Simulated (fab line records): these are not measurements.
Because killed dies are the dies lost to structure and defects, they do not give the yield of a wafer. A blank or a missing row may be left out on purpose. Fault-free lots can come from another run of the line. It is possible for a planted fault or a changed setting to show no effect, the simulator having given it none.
fab line records -- flow sky130
record lots=13, wafers=39, lastDay=50
route steps=708 shown FIELD_ISO@16 NWELL@63 PAD_OPEN@708
lots untouched by any fault: they come from a run of this same line in which no faults occurred
startH: hours from the record's opening day to when the first of the lot's shown wafers began -- waitH: hours from the lot's prior step to this one -- " repeats the value in the row above -- L1.1+2: a row that stands for several wafers -- - no value present, or no start provided -- * or withheld: withheld -- < > ~ a bound
route shown NAME@n: a module of which the file shows steps, and the number in the route of the first -- usual: mean/standard deviation taken from wafers without a fault -- same: alike in all rows -- chamber/n: place in a boat -- sites: readings site by site -- _std_site: the standard deviation of these -- _edge_site: outer sites' mean less inner sites' -- radiusMm: how far each site lies from the wafer's centre -- mask NAME#n: copy n -- behind: the tool/chamber that last shaped the wafer -- hold: why the lot went on hold/how many hours it stayed there/how the hold came to an end -- device: names the non-switching transistor (n, p or np) -- end of line: at the end of the route, the tests of the same wafers -- step lacking rows: just its recipe -- killed: the dies lost at the first sort to structure and to defects; this is not the yield of the wafer -- map: a wafer's dies, marking killed ones x, the rest . and places with no die _
set.NAME: the run value of the setting; set.NAME@STEP: its run value at that earlier step -- model.NAME: the simulator's own value behind a step, which no gauge read
route steps across a sampled set of lots; one table per step, one row per wafer
services: the hour from which a tool's chamber was out of use, counted from the record's first day as startH (under 0 if before that day), plus the number of hours and why
## steps
# step SKY_FIELD_ISO_ETCH_15
# recipe chemistry=CHF3/O2, targetDepthNm=180, stopOn=Si, sourceW=600, biasW=200, pressureMtorr=40, chf3FlowSccm=50, O2_flow_sccm=5, timeS=72
# usual O2_flow_sccm=5.001/0.016, biasW=200.0/0.59, drypumpMotorCurrentA=5.6/0.45, oesProductAu=0.947/0.0071, throttleValvePct=8.844/0.0084
lot.wafer,tool,chamber,startH,waitH,O2_flow_sccm,biasW,drypumpMotorCurrentA,oesProductAu,rfHoursCounterH,throttleValvePct
L447.1,rieDiel-02,1,31.58,0.0,4.995,201.5,5.8,0.938,4,8.836
L447.3,rieDiel-02,2,31.58,0.0,4.990,199.3,6.4,0.947,54,8.847
L447.5,rieDiel-02,3,31.58,0.0,4.983,200.0,6.0,0.951,-,8.853
L450.4,rieDiel-04,0,44.22,0.0,5.009,200.4,5.8,0.943,-,8.837
L450.5,rieDiel-04,2,44.22,0.0,4.990,200.0,5.7,0.943,-,8.850
L450.6,rieDiel-04,1,44.22,0.0,4.977,199.6,6.1,0.950,-,8.846
L451.2,rieDiel-01,2,48.68,0.0,5.006,200.8,4.9,0.948,3,8.857
L451.3,rieDiel-01,3,48.68,0.0,5.007,200.7,5.7,0.939,172,8.834
L451.6,rieDiel-01,3,48.68,0.0,4.987,200.1,5.7,0.939,-,8.842
L452.1,rieDiel-02,2,56.53,0.0,4.987,200.1,6.4,0.946,54,8.851
L452.2,rieDiel-02,3,56.53,0.0,5.014,199.3,6.0,0.947,117,8.842
L452.6,rieDiel-02,3,56.53,0.0,5.012,199.5,6.0,0.949,-,8.829
L453.1,rieDiel-02,1,60.29,0.0,4.995,198.7,5.8,0.943,4,8.850
L453.5,rieDiel-02,2,60.29,0.0,5.003,199.9,6.4,0.954,-,8.846
L453.6,rieDiel-02,3,60.29,0.0,4.992,198.9,6.0,0.943,-,8.847
L454.1,rieDiel-01,2,67.23,0.0,4.992,200.0,4.9,0.944,4,8.853
L454.5,rieDiel-01,1,67.23,0.0,5.012,200.0,5.5,0.946,-,8.838
L454.6,rieDiel-01,2,67.23,0.0,5.004,200.5,4.9,0.943,-,8.852
L459.2,rieDiel-04,3,90.98,0.0,5.004,199.6,5.2,0.948,1,8.833
L459.5,rieDiel-04,1,90.98,0.0,4.999,200.1,6.1,0.939,-,8.855
L459.6,rieDiel-04,0,90.98,0.0,5.004,201.7,5.8,0.950,-,8.860
L460.2,rieDiel-01,1,96.93,0.0,4.992,198.4,5.5,0.956,160,8.844
L460.4,rieDiel-01,3,96.93,0.0,5.010,199.6,5.7,0.959,0,8.836
L460.6,rieDiel-01,3,96.93,0.0,5.023,201.0,5.7,0.951,-,8.851
L461.2,rieDiel-02,1,101.93,0.0,4.986,200.1,5.8,0.937,5,8.838
L461.4,rieDiel-02,2,101.93,0.0,5.011,200.0,6.4,0.949,55,8.848
L461.5,rieDiel-02,3,101.93,0.0,5.000,199.3,5.9,0.941,-,8.832
L462.1,rieDiel-02,2,106.44,0.0,4.984,199.7,6.4,0.941,55,8.844
L462.3,rieDiel-02,3,106.44,0.0,5.004,200.3,6.0,0.942,117,8.838
L462.5,rieDiel-02,1,106.44,0.0,5.017,199.9,5.8,0.953,-,8.844
L466.2,rieDiel-04,0,128.99,0.0,5.006,200.5,5.8,0.948,137,8.847
L466.3,rieDiel-04,3,128.99,0.0,5.003,200.8,5.2,0.953,2,8.844
L466.4,rieDiel-04,1,128.99,0.0,5.001,200.4,6.1,0.956,49,8.846
L469.2,rieDiel-02,3,142.09,0.0,5.006,199.8,6.0,0.943,118,8.851
L469.5,rieDiel-02,0,142.09,0.0,4.993,200.9,5.0,0.943,-,8.829
L469.6,rieDiel-02,1,142.09,0.0,5.017,200.5,5.8,0.939,-,8.849
L470.1,rieDiel-02,1,149.73,0.0,5.016,199.8,5.8,0.933,5,8.828
L470.4,rieDiel-02,2,149.73,0.0,5.002,199.8,6.4,0.943,56,8.842
L470.5,rieDiel-02,2,149.73,0.0,4.995,200.4,6.4,0.947,-,8.841
# step SKY_FIELD_ISO_ETCH_17
# recipe targetDepthA=3420, maskMaterial=Si3N4, chemistry=HBr/Cl2/O2, target=Si, taperDeg=5, icpW=600, biasW=150, pressureMtorr=15, HBr_flow_sccm=150, Cl2_flow_sccm=40, O2_flow_sccm=6, timeS=97.7
# usual HBr_flow_sccm=150.0/0.44, O2_flow_sccm=6.000/0.018, drypumpMotorCurrentA=5.5/0.45, oesProductAu=1.001/0.012, throttleValvePct=25.656/0.012
lot.wafer,tool,chamber,startH,waitH,HBr_flow_sccm,O2_flow_sccm,drypumpMotorCurrentA,oesProductAu,rfHoursCounterH,throttleValvePct
L447.1,rieSi-01,3,31.74,0.1,149.2,6.029,6.1,1.013,69,25.647
L447.3,rieSi-01,1,31.74,0.1,150.3,5.987,6.0,0.997,132,25.654
L447.5,rieSi-01,2,31.74,0.1,149.4,6.023,5.0,0.993,-,25.647
L450.4,rieSi-01,2,44.34,0.0,150.7,6.003,5.0,0.993,17,25.662
L450.5,rieSi-01,0,44.34,0.0,149.9,5.978,5.6,0.986,-,25.668
L450.6,rieSi-01,1,44.34,0.0,150.3,6.002,6.0,0.985,-,25.647
L451.2,rieSi-02,2,48.84,0.1,148.9,6.012,5.5,0.983,91,25.668
L451.3,rieSi-02,3,48.84,0.1,149.1,5.977,5.1,0.976,68,25.679
L451.6,rieSi-02,3,48.84,0.1,149.2,5.982,5.1,0.967,-,25.662
L452.1,rieSi-01,3,56.69,0.1,149.5,6.016,6.1,1.017,69,25.645
L452.2,rieSi-01,1,56.69,0.1,149.6,5.991,6.0,1.007,132,25.660
L452.6,rieSi-01,1,56.69,0.1,149.9,5.989,6.0,0.992,-,25.667
L453.1,rieSi-02,2,60.44,0.1,150.1,6.000,5.5,1.004,91,25.649
L453.5,rieSi-02,1,60.44,0.1,150.4,5.994,5.8,0.999,-,25.667
L453.6,rieSi-02,2,60.44,0.1,149.6,5.989,5.5,1.003,-,25.651
L454.1,rieSi-01,2,67.39,0.1,150.4,6.008,5.0,0.998,17,25.656
L454.5,rieSi-01,0,67.39,0.1,150.1,6.010,5.6,1.001,-,25.660
L454.6,rieSi-01,1,67.39,0.1,149.4,5.990,6.0,1.011,-,25.657
L459.2,rieSi-01,1,91.14,0.1,150.2,6.019,6.0,1.001,132,25.651
L459.5,rieSi-01,3,91.14,0.1,150.2,6.005,6.1,1.021,-,25.645
L459.6,rieSi-01,0,91.14,0.1,149.4,6.020,5.6,1.006,-,25.665
L460.2,rieSi-01,2,97.09,0.1,-,-,-,-,-,-
L460.4,rieSi-01,0,97.09,0.1,-,-,-,-,-,-
L460.6,rieSi-01,3,97.09,0.1,-,-,-,-,-,-
L461.2,rieSi-01,0,102.09,0.1,-,-,-,-,-,-
L461.4,rieSi-01,2,102.09,0.1,-,-,-,-,-,-
L461.5,rieSi-01,1,102.09,0.1,-,-,-,-,-,-
L462.1,rieSi-01,0,106.59,0.1,-,-,-,-,-,-
L462.3,rieSi-01,3,106.59,0.1,-,-,-,-,-,-
L462.5,rieSi-01,3,106.59,0.1,-,-,-,-,-,-
L466.2,rieSi-02,0,129.14,0.1,150.9,5.998,4.7,0.995,1,25.664
L466.3,rieSi-02,3,129.14,0.1,150.4,5.985,5.1,0.984,68,25.665
L466.4,rieSi-02,1,129.14,0.1,149.8,5.992,5.8,1.010,35,25.663
L469.2,rieSi-01,2,142.24,0.1,149.7,5.998,5.0,0.999,18,25.667
L469.5,rieSi-01,3,142.24,0.1,150.0,5.976,6.1,1.016,-,25.646
L469.6,rieSi-01,0,142.24,0.1,149.9,6.016,5.6,0.986,-,25.643
L470.1,rieSi-02,1,149.89,0.1,150.0,5.982,5.8,1.008,35,25.645
L470.4,rieSi-02,3,149.89,0.1,150.2,5.992,5.1,0.990,68,25.644
L470.5,rieSi-02,1,149.89,0.1,149.7,5.969,5.8,0.995,-,25.650
# step SKY_NWELL_OVL_MEAS_10
# usual NWELL_00_OVL=0.3/1.6
lot.wafer,tool,chamber,startH,waitH,NWELL_00_OVL[nm]
L447.1,overlay-01,-,92.77,-,0.1
L447.3,overlay-01,-,92.77,-,0.2
L447.5,overlay-01,-,92.77,-,1.0
L450.4,overlay-01,-,102.44,-,3.5
L450.5,overlay-01,-,102.44,-,1.1
L450.6,overlay-01,-,102.44,-,1.7
L451.2,overlay-01,-,108.83,-,-0.7
L451.3,overlay-01,-,108.83,-,-1.3
L451.6,overlay-01,-,108.83,-,-0.4
L452.1,overlay-02,-,114.77,-,1.3
L452.2,overlay-02,-,114.77,-,2.2
L452.6,overlay-02,-,114.77,-,0.9
L453.1,overlay-01,-,118.67,-,-1.8
L453.5,overlay-01,-,118.67,-,-1.4
L453.6,overlay-01,-,118.67,-,-1.7
L454.1,overlay-01,-,127.22,-,0.3
L454.5,overlay-01,-,127.22,-,-0.8
L454.6,overlay-01,-,127.22,-,-1.6
L459.2,overlay-01,-,155.38,-,0.0
L459.5,overlay-01,-,155.38,-,-1.9
L459.6,overlay-01,-,155.38,-,-0.8
L466.2,overlay-02,-,196.13,-,-1.9
L466.3,overlay-02,-,196.13,-,-2.8
L466.4,overlay-02,-,196.13,-,-1.8
L469.2,overlay-02,-,215.68,-,2.3
L469.5,overlay-02,-,215.68,-,1.8
L469.6,overlay-02,-,215.68,-,3.7
L470.1,overlay-02,-,223.27,-,2.1
L470.4,overlay-02,-,223.27,-,2.2
L470.5,overlay-02,-,223.27,-,3.3
# step SKY_PAD_OPEN_PROBE_99
# usual killed_at_M0_to_M3=44/7.1, killed_at_M4_up=3/1.6, killedAtContacts=24/5.4, killedAtFrontEnd=15/4.7, killedAtOther=0.3/0.51, killedDies=87/9.9, killedOnRim=17/4, killedOpen=48/7.6, killedShort=39/6.3
# same grossDies=492, killedAtBackSide=0
lot.wafer,tool,chamber,startH,waitH,killed_at_M0_to_M3,killed_at_M4_up,killedAtContacts,killedAtFrontEnd,killedAtOther,killedDies,killedOnRim,killedOpen,killedShort
L460.2,prober-02,-,1153.94,0.1,43,4,17,428,0,492,96,33,45
L460.4,prober-02,-,1154.04,0.2,60,1,16,415,0,492,96,61,37
L460.6,prober-02,-,1154.14,0.2,45,2,23,422,0,492,96,42,40
L461.2,prober-01,-,1156.00,0.1,36,3,23,430,0,492,96,50,29
L461.4,prober-01,-,1156.10,0.2,43,3,18,428,0,492,96,49,36
L461.5,prober-01,-,1156.15,0.2,45,4,20,422,1,492,96,50,36
L462.1,prober-02,-,1158.03,0.1,38,3,14,437,0,492,96,36,29
L462.3,prober-02,-,1158.13,0.2,37,2,24,429,0,492,96,33,42
L462.5,prober-02,-,1158.23,0.2,53,0,21,417,1,492,96,45,49
# killed by level:class
L460.2 FIELD_ISO:areaEtch=414 METAL1:geometricParticle:short=12 VIA1:geometricParticle:open=9 CONTACT:geometricParticle:open=8 POLY_GATE:geometricParticle:short=7 VIA3:geometricParticle:open=6 VIA1:geometricParticle:short=5 LOCAL_INTERCONNECT:geometricParticle:short=4
L460.4 FIELD_ISO:areaEtch=394 VIA1:geometricParticle:open=14 VIA3:geometricParticle:open=11 METAL2:geometricParticle:short=9 POLY_GATE:geometricParticle:open=7 VIA2:geometricParticle:open=7 CONTACT:geometricParticle:open=6 FIELD_ISO:geometricParticle:open=5
L460.6 FIELD_ISO:areaEtch=410 METAL1:geometricParticle:short=10 CONTACT:geometricParticle:open=9 VIA3:geometricParticle:open=8 LI_CONTACT:geometricParticle:open=7 VIA1:geometricParticle:open=7 FIELD_ISO:geometricParticle:short=5 METAL2:geometricParticle:short=5
L461.2 FIELD_ISO:areaEtch=413 LI_CONTACT:geometricParticle:open=14 VIA1:geometricParticle:open=8 VIA3:geometricParticle:open=8 FIELD_ISO:geometricParticle:open=5 POLY_GATE:geometricParticle:short=5 METAL1:geometricParticle:short=4 CONTACT:geometricParticle:open=4
L461.4 FIELD_ISO:areaEtch=407 VIA2:geometricParticle:open=9 VIA1:geometricParticle:open=7 FIELD_ISO:geometricParticle:short=6 CONTACT:geometricParticle:open=6 VIA3:geometricParticle:short=5 VIA3:geometricParticle:open=5 FIELD_ISO:geometricParticle:open=4
L461.5 FIELD_ISO:areaEtch=406 VIA1:geometricParticle:open=15 CONTACT:geometricParticle:open=9 METAL2:geometricParticle:short=7 LI_CONTACT:geometricParticle:open=6 POLY_GATE:geometricParticle:open=5 VIA2:geometricParticle:open=5 SPACER:geometricParticle:short=4
L462.1 FIELD_ISO:areaEtch=427 VIA1:geometricParticle:open=8 VIA2:geometricParticle:open=7 METAL1:geometricParticle:short=6 FIELD_ISO:geometricParticle:open=5 CONTACT:geometricParticle:open=4 METAL2:geometricParticle:short=4 POLY_GATE:geometricParticle:open=3
L462.3 FIELD_ISO:areaEtch=417 VIA1:geometricParticle:short=9 VIA1:geometricParticle:open=8 LI_CONTACT:geometricParticle:open=7 CONTACT:geometricParticle:open=7 METAL2:geometricParticle:short=6 POLY_GATE:geometricParticle:short=4 LI_CONTACT:geometricParticle:short=4
L462.5 FIELD_ISO:areaEtch=398 VIA1:geometricParticle:open=13 METAL1:geometricParticle:short=10 LOCAL_INTERCONNECT:geometricParticle:short=8 VIA2:geometricParticle:open=8 POLY_GATE:geometricParticle:open=7 FIELD_ISO:geometricParticle:short=6 VIA1:geometricParticle:short=6
## services
tool,chamber,startH,hours,kind
rieDiel-04,3,10.34,1.7,repair
rieSi-02,0,13.53,-,clean
rieSi-02,0,13.53,15.4,scheduledDown
rieSi-02,0,13.53,15.4,ventCycle
rieSi-01,0,23.36,11.9,repair
rieDiel-01,1,31.39,11.9,repair
rieDiel-02,1,37.53,6.6,repair
rieDiel-04,3,40.83,-,clean
rieDiel-04,3,40.83,18.9,scheduledDown
rieDiel-04,3,40.83,18.9,ventCycle
rieDiel-01,3,61.37,-,clean
rieDiel-01,3,61.37,23.4,scheduledDown
rieDiel-01,3,61.37,23.4,ventCycle
rieDiel-02,0,69.93,7.4,repair
rieDiel-01,2,70.38,13.5,repair
rieSi-02,-,79.24,28.1,pm
rieDiel-02,1,88.19,1.5,repair
rieDiel-04,2,88.95,-,clean
rieDiel-04,2,88.95,19.8,scheduledDown
rieDiel-04,2,88.95,19.8,ventCycle
rieDiel-01,-,90.51,2.8,pm
rieDiel-01,1,126.03,-,clean
rieDiel-01,1,126.03,19.7,scheduledDown
rieDiel-01,1,126.03,19.7,ventCycle
## key
firstSign step=SKY_FIELD_ISO_ETCH_17, reading=toolRecord, direction=missing
effect step=SKY_PAD_OPEN_PROBE_99, reading=killedAtFrontEnd, direction=up, sigmas=87, usual=15, struck=425
moreKillsBornAt SKY_FIELD_ISO_ETCH_17@rieSi-01=3686
metAt SKY_FIELD_ISO_ETCH_17
struckLots L460,L461,L462
laterRowsLeftOut L460.2,L460.4,L460.6,L461.2,L461.4,L461.5,L462.1,L462.3,L462.5
testerLeftOut L460,L461,L462
notActingAt SKY_FIELD_ISO_ETCH_15,SKY_NWELL_OVL_MEAS_10
onsetBetween 91.14 97.09
fault kind=skippedStepWhole, tool=rieSi-01, chamber=-, onsetH=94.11, steps=SKY_FIELD_ISO_ETCH_17, scope=struckLotsOnly
# testerLeftOut: of these lots the tester's yield and bins aren't shown, on N5 and GAA mostly nor the transistor test; their killed dies are dies lost to structure and defects alone, not to doping, threshold or leakage, so they don't give the yield
# laterRowsLeftOut: the simulator's readings of these wafers behind a module that went badly wrong aren't trusted and aren't shown, but for the sort
